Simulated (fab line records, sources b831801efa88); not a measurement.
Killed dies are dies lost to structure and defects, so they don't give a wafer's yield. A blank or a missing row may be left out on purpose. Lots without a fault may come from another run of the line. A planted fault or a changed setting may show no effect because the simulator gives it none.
fab line records | flow gf180mcu
record lots=10 wafers=30 last_day=34
route steps=602 shown V3@446 M4@470 MIM@503
lots that met no fault: from a run of the same line without faults
start_h: hours from the record's first day to the start of the lot's first wafer shown | wait_h: hours since the lot's step before | " the same as in the row above | L1.1+2: a row that stands for several wafers | - no value, or no start given | * or withheld: withheld | < > ~ a bound
route shown NAME@n: a module of which the file shows steps, and the number in the route of the first | usual: mean/standard deviation of fault-free wafers | same: alike in all rows | chamber/n: place in a boat | sites: the reading at each site | _std_site: their standard deviation | _edge_site: outer sites' mean less inner sites' | radius_mm: how far each site lies from the wafer's centre | mask NAME#n: copy n | behind: the tool/chamber that last shaped the wafer | hold: why the lot was held/for how many hours/how that ended | device: the transistor (n, p or np) that didn't switch | end of line: the same wafers' tests at the end of the route | a step without rows: its recipe alone | killed: dies lost to structure and defects at the first sort, not the wafer's yield | map: a wafer's dies, x killed, . not, _ none there
set.NAME: the setting as run; set.NAME@STEP: as run at that earlier step | model.NAME: the simulator's own value behind a step, which no gauge read
steps of the route over a sample of lots; a table a step, a row a wafer
services: from which hour (start_h, from the record's first day; less than 0 if before it) a tool's chamber was out of use, for how many hours, and why
## steps
# step GF_V3_ETCH_17
# recipe chemistry=C4F8/O2/Ar mask_material=KrF target=SiO2 stop_on=TiN source_w=1500 bias_w=1200 pressure_mtorr=40 c4f8_flow_sccm=withheld O2_flow_sccm=6 Ar_flow_sccm=300 time_s=withheld target_depth_a=6350
# usual oes_product_au=0.855/0.0049
# columns lot.wafer tool chamber start_h wait_h oes_product_au
L513.1 rie_diel-01 3 - - 0.860
L513.2 " 2 " " 0.852
L513.5 " 0 " " 0.851
L515.3 rie_diel-03 3 - - 0.848
L515.4 " 2 " " 0.852
L515.5 " 1 " " 0.848
L516.1 rie_diel-03 3 - - 0.853
L516.5 " 1 " " 0.847
L516.6 " 2 " " 0.862
L518.1 rie_diel-03 1 - - 0.861
L518.3 " 2 " " 0.854
L518.4 " 3 " " 0.856
L519.2 rie_diel-03 1 - - 0.849
L519.5 " 0 " " 0.861
L519.6 " 1 " " 0.847
L521.2 rie_diel-04 1 - - 0.862
L521.4 " 0 " " 0.856
L521.5 " 1 " " 0.861
L524.2 rie_diel-01 3 - - 0.859
L524.3 " 1 " " 0.858
L524.6 " 2 " " 0.863
L527.1 rie_diel-03 0 - - 0.850
L527.2 " 3 " " 0.858
L527.5 " 1 " " 0.853
L532.3 rie_diel-04 3 - - 0.858
L532.4 " 1 " " 0.857
L532.5 " 2 " " 0.848
L533.1 rie_diel-03 3 - - 0.862
L533.4 " 0 " " 0.855
L533.5 " 0 " " 0.859
# step GF_M4_CD_MEAS_14
# recipe target_cd_nm=280
# usual cd_nm=279.7/1.2
# columns lot.wafer tool chamber start_h wait_h cd_nm
L513.1 cd_sem-02 - 556.13 0.1 279.4
L513.2 " - " " 279.8
L513.5 " - " " 280.1
L515.3 cd_sem-01 - 567.52 0.1 280.0
L515.4 " - " " 281.4
L515.5 " - " " 280.4
L516.1 cd_sem-02 - 581.30 0.1 279.1
L516.5 " - " " 280.0
L516.6 " - " " 281.0
L518.1 cd_sem-01 - 605.50 0.1 282.4
L518.3 " - " " 280.4
L518.4 " - " " 281.9
L519.2 cd_sem-01 - 624.76 0.1 278.9
L519.5 " - " " 279.6
L519.6 " - " " 279.2
L521.2 cd_sem-02 - 629.72 0.1 280.3
L521.4 " - " " 280.5
L521.5 " - " " 279.5
L524.2 cd_sem-02 - 652.71 0.1 278.8
L524.3 " - " " 279.0
L524.6 " - " " 277.8
L527.1 cd_sem-02 - 666.34 0.1 279.5
L527.2 " - " " 279.4
L527.5 " - " " 278.9
L532.3 cd_sem-02 - 702.97 0.1 279.3
L532.4 " - " " 280.7
L532.5 " - " " 279.9
L533.1 cd_sem-02 - 722.28 0.1 279.3
L533.4 " - " " 280.1
L533.5 " - " " 280.1
# step GF_MIM_SPUTTER_00
# recipe material=Ti target_thk_nm=37.5 arriving_ion_energy_ev=80 substrate_temp_c=200 chamber_pressure_pa=2 power_w=4000 time_s=150
# usual cathode_dc_power_W=4000.0/0.7 chamber_pressure_pa=2.000/0.0044 throttle_valve_pct=30.0/1.1
# columns lot.wafer tool chamber start_h wait_h cathode_dc_power_W chamber_pressure_pa throttle_valve_pct
L513.1 pvd_sputter-04 - 580.98 0.1 3999.4 1.994 29.7
L513.2 " - " " 4000.2 1.997 31.2
L513.5 " - " " 3999.8 1.993 29.5
L515.3 pvd_sputter-04 - 591.34 0.1 4000.2 2.004 31.4
L515.4 " - " " 3999.8 1.999 31.3
L515.5 " - " " 3999.8 2.005 29.7
L516.1 pvd_sputter-01 - 605.24 0.1 4000.9 2.005 29.0
L516.5 " - " " 4000.4 1.988 30.3
L516.6 " - " " 3999.1 2.001 29.2
L518.1 pvd_sputter-01 - 628.28 0.1 4000.5 2.002 30.5
L518.3 " - " " 4000.1 2.000 28.6
L518.4 " - " " 4000.8 2.004 29.3
L519.2 pvd_sputter-02 - 648.23 0.2 3999.9 2.001 31.1
L519.5 " - " " 3999.2 1.996 28.5
L519.6 " - " " 3999.1 1.996 29.0
L521.2 pvd_sputter-02 - 652.94 0.2 4001.3 1.990 31.0
L521.4 " - " " 4000.3 2.001 28.9
L521.5 " - " " 3998.7 2.005 29.3
L524.2 pvd_sputter-01 - 675.24 0.1 3999.2 1.994 29.5
L524.3 " - " " 4000.9 1.996 28.5
L524.6 " - " " 4000.3 1.996 30.4
L527.1 pvd_sputter-02 - 688.19 0.2 3999.6 2.004 31.0
L527.2 " - " " 4001.6 1.994 29.5
L527.5 " - " " 4001.0 2.000 28.2
L532.3 pvd_sputter-04 - 723.60 0.2 3999.0 2.002 31.3
L532.4 " - " " 3999.3 2.003 29.8
L532.5 " - " " 3999.9 1.999 31.5
L533.1 pvd_sputter-02 - 742.49 0.2 4000.0 2.006 29.1
L533.4 " - " " 4000.2 2.003 31.4
L533.5 " - " " 3999.6 2.001 31.1
# step GF_MIM_SPUTTER_08
# recipe material=AlCu target_thk_nm=200 power_w=10600 time_s=10.6 chamber_pressure_pa=0.4
# usual cathode_dc_power_W=10600/2 chamber_pressure_pa=0.4001/0.00071 throttle_valve_pct=29.9/1.1
# columns lot.wafer tool chamber start_h wait_h cathode_dc_power_W chamber_pressure_pa throttle_valve_pct
L513.1 pvd_sputter-01 - 581.34 0.0 10601 0.4000 29.6
L513.2 " - " " 10600 0.4000 28.8
L513.5 " - " " 10600 0.4001 29.5
L515.3 pvd_sputter-01 - 591.70 0.0 10601 0.3995 29.5
L515.4 " - " " 10602 0.4001 31.7
L515.5 " - " " 10602 0.3997 29.3
L516.1 pvd_sputter-02 - 605.60 0.0 10601 0.4012 29.0
L516.5 " - " " 10602 0.3987 29.6
L516.6 " - " " 10602 0.4009 28.4
L518.1 pvd_sputter-01 - 628.64 0.0 - - -
L518.3 " - " " - - -
L518.4 " - " " - - -
L519.2 pvd_sputter-01 - 648.59 0.0 - - -
L519.5 " - " " - - -
L519.6 " - " " - - -
L521.2 pvd_sputter-01 - 653.30 0.0 - - -
L521.4 " - " " - - -
L521.5 " - " " - - -
L524.2 pvd_sputter-02 - 675.59 0.0 10600 0.3993 29.2
L524.3 " - " " 10600 0.4010 29.4
L524.6 " - " " 10602 0.4000 28.4
L527.1 pvd_sputter-01 - 688.57 0.0 10600 0.4017 28.7
L527.2 " - " " 10599 0.3996 30.4
L527.5 " - " " 10601 0.4008 29.6
L532.3 pvd_sputter-01 - 723.96 0.0 10597 0.3999 30.2
L532.4 " - " " 10598 0.4001 31.6
L532.5 " - " " 10604 0.4000 29.7
L533.1 pvd_sputter-01 - 742.85 0.0 10604 0.4009 29.5
L533.4 " - " " 10596 0.4009 28.6
L533.5 " - " " 10597 0.4014 29.4
# step GF_MIM_RS_MEAS_10
# recipe thk_meas_gauge=four-point-probe reads=TiN_of_MIM_SPUTTER_09+AlCu_of_MIM_SPUTTER_08+TiN_of_MIM_SPUTTER_07
# usual MIM_ALCU_RS=0.1601/0.0019
# columns lot.wafer tool chamber start_h wait_h MIM_ALCU_RS[ohm/sq]
L513.1 film_metro-01 - 581.39 0.0 0.1582
L513.2 " - " " 0.1595
L513.5 " - " " 0.1566
L515.3 film_metro-02 - 591.79 0.1 0.1581
L515.4 " - " " 0.1582
L515.5 " - " " 0.1581
L516.1 film_metro-03 - 605.66 0.0 0.1606
L516.5 " - " " 0.1589
L516.6 " - " " 0.1608
L518.1 film_metro-02 - 628.70 0.0 9.5423
L518.3 " - " " 9.5385
L518.4 " - " " 9.5040
L519.2 film_metro-02 - 648.67 0.0 9.3158
L519.5 " - " " 9.3725
L519.6 " - " " 9.4481
L521.2 film_metro-02 - 653.38 0.0 9.3610
L521.4 " - " " 9.3546
L521.5 " - " " 9.5784
L524.2 film_metro-02 - 675.67 0.0 0.1615
L524.3 " - " " 0.1615
L524.6 " - " " 0.1614
L527.1 film_metro-03 - 688.62 0.0 0.1619
L527.2 " - " " 0.1586
L527.5 " - " " 0.1590
L532.3 film_metro-03 - 724.05 0.1 0.1624
L532.4 " - " " 0.1618
L532.5 " - " " 0.1602
L533.1 film_metro-02 - 742.90 0.0 0.1618
L533.4 " - " " 0.1636
L533.5 " - " " 0.1623
# step GF_MIM_THK_MEAS_11
# recipe thk_meas_gauge=xrf reads=AlCu_of_MIM_SPUTTER_08
# usual MIM_ALCU_THK=199.4/2.4
# columns lot.wafer tool chamber start_h wait_h MIM_ALCU_THK[nm]
L513.1 film_metro-01 - 581.51 0.1 202.7
L513.2 " - " " 201.1
L513.5 " - " " 204.0
L515.3 film_metro-02 - 591.89 0.1 201.0
L515.4 " - " " 200.9
L515.5 " - " " 200.7
L516.1 film_metro-03 - 605.78 0.1 199.2
L516.5 " - " " 200.9
L516.6 " - " " 198.9
L518.1 film_metro-02 - 628.82 0.1 <0.3
L518.3 " - " " <0.3
L518.4 " - " " <0.3
L519.2 film_metro-02 - 648.78 0.1 <0.3
L519.5 " - " " <0.3
L519.6 " - " " <0.3
L521.2 film_metro-02 - 653.49 0.1 <0.3
L521.4 " - " " <0.3
L521.5 " - " " <0.3
L524.2 film_metro-02 - 675.78 0.1 196.4
L524.3 " - " " 196.7
L524.6 " - " " 197.6
L527.1 film_metro-03 - 688.74 0.1 197.2
L527.2 " - " " 201.4
L527.5 " - " " 200.7
L532.3 film_metro-03 - 724.15 0.1 197.2
L532.4 " - " " 197.4
L532.5 " - " " 197.3
L533.1 film_metro-02 - 743.02 0.1 196.8
L533.4 " - " " 195.5
L533.5 " - " " 196.2
# step GF_MIM_METAL_ETCH_19
# recipe chemistry=Cl2/BCl3 mask_material=NOVOLAK stop_on=Si3N4 target_depth_nm=324.5 pressure_mtorr=8 icp_w=800 bias_w=140 Cl2_flow_sccm=80 bcl3_flow_sccm=40 time_s=54.1
# usual drypump_motor_current_A=5.3/0.35 oes_product_au=0.941/0.0061 throttle_valve_pct=28.284/0.011
# columns lot.wafer tool chamber start_h wait_h drypump_motor_current_A oes_product_au rf_hours_counter_h throttle_valve_pct
L513.1 rie_metal-01 0 602.33 0.1 5.2 0.943 3 28.296
L513.2 " 1 " " 5.5 0.949 1 28.283
L513.5 " 1 " " 5.4 0.947 - 28.276
L515.3 rie_metal-04 1 612.67 0.1 4.9 0.946 - 28.276
L515.4 " 0 " " 5.1 0.942 - 28.284
L515.5 " 1 " " 4.9 0.949 - 28.267
L516.1 rie_metal-01 0 626.37 0.1 5.2 0.939 3 28.287
L516.5 " 0 " " 5.2 0.946 - 28.271
L516.6 " 1 " " 5.5 0.940 - 28.291
L518.1 rie_metal-04 1 648.95 0.1 4.9 0.990 14 28.241
L518.3 " 0 " " 5.1 0.982 - 28.223
L518.4 " 1 " " 4.9 0.987 - 28.233
L519.2 rie_metal-04 0 667.90 0.1 5.1 0.996 12 28.232
L519.5 " 0 " " 5.1 0.992 - 28.206
L519.6 " 1 " " 4.9 0.993 - 28.242
L521.2 rie_metal-03 0 672.48 0.1 6.0 0.990 9 28.229
L521.4 " 1 " " 5.1 0.983 - 28.252
L521.5 " 1 " " 5.1 0.982 - 28.230
L524.2 rie_metal-01 0 693.88 0.1 5.2 0.933 6 28.288
L524.3 " 1 " " 5.4 0.934 - 28.283
L524.6 " 1 " " 5.4 0.940 - 28.286
L527.1 rie_metal-03 1 706.88 0.1 5.1 0.935 1 28.285
L527.2 " 0 " " 6.0 0.936 11 28.285
L527.5 " 1 " " 5.1 0.944 - 28.270
L532.3 rie_metal-04 0 741.50 0.1 5.1 0.926 - 28.298
L532.4 " 0 " " 5.1 0.946 - 28.290
L532.5 " 0 " " 5.1 0.937 - 28.286
L533.1 rie_metal-04 1 759.97 0.1 4.9 0.945 2 28.294
L533.4 " 1 " " 4.9 0.933 - 28.292
L533.5 " 1 " " 4.9 0.933 - 28.277
## services
# columns tool chamber start_h hours kind
rie_diel-01 1 511.84 4.3 repair
pvd_sputter-01 1 512.35 - consumable_replace:kit
pvd_sputter-01 1 512.35 18.0 scheduled_down
pvd_sputter-01 1 512.35 18.0 vent_cycle
pvd_sputter-04 - 516.64 2.5 repair
rie_diel-03 0 539.77 6.6 repair
rie_metal-04 0 559.10 13.3 repair
rie_diel-01 - 565.12 0.6 repair
rie_metal-04 - 576.65 2.8 pm
rie_diel-01 2 585.84 6.3 repair
rie_diel-04 1 610.84 6.2 repair
rie_metal-04 - 625.42 0.3 repair
pvd_sputter-04 - 628.50 6.6 repair
pvd_sputter-04 - 629.76 2.8 repair
rie_diel-04 1 632.16 9.4 repair
rie_metal-01 1 641.52 5.0 repair
pvd_sputter-04 - 657.28 11.7 repair
rie_diel-03 - 661.66 1.0 repair
rie_diel-04 1 662.36 7.0 repair
rie_diel-03 3 668.39 8.8 repair
pvd_sputter-04 - 674.31 1.5 repair
pvd_sputter-04 - 704.79 0.9 repair
rie_diel-01 0 722.73 3.1 repair
rie_metal-01 1 734.01 10.0 repair
## key
first_sign step=GF_MIM_SPUTTER_08 reading=tool_record direction=missing
effect step=GF_MIM_RS_MEAS_10 reading=MIM_ALCU_RS direction=up sigmas=99+ usual=0.1601 struck=9.4461
effect step=GF_MIM_THK_MEAS_11 reading=MIM_ALCU_THK direction=down sigmas=82 usual=199.4 struck=<0.3
effect step=GF_MIM_METAL_ETCH_19 reading=oes_product_au direction=up sigmas=7.8 usual=0.941 struck=0.988
met_at GF_MIM_SPUTTER_08
struck_lots L518,L519,L521
not_acting_at GF_V3_ETCH_17,GF_M4_CD_MEAS_14,GF_MIM_SPUTTER_00
onset_between 591.70 628.64
fault kind=skipped_step_whole tool=pvd_sputter-01 chamber=- onset_h=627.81 steps=GF_MIM_SPUTTER_08 scope=struck_lots_only
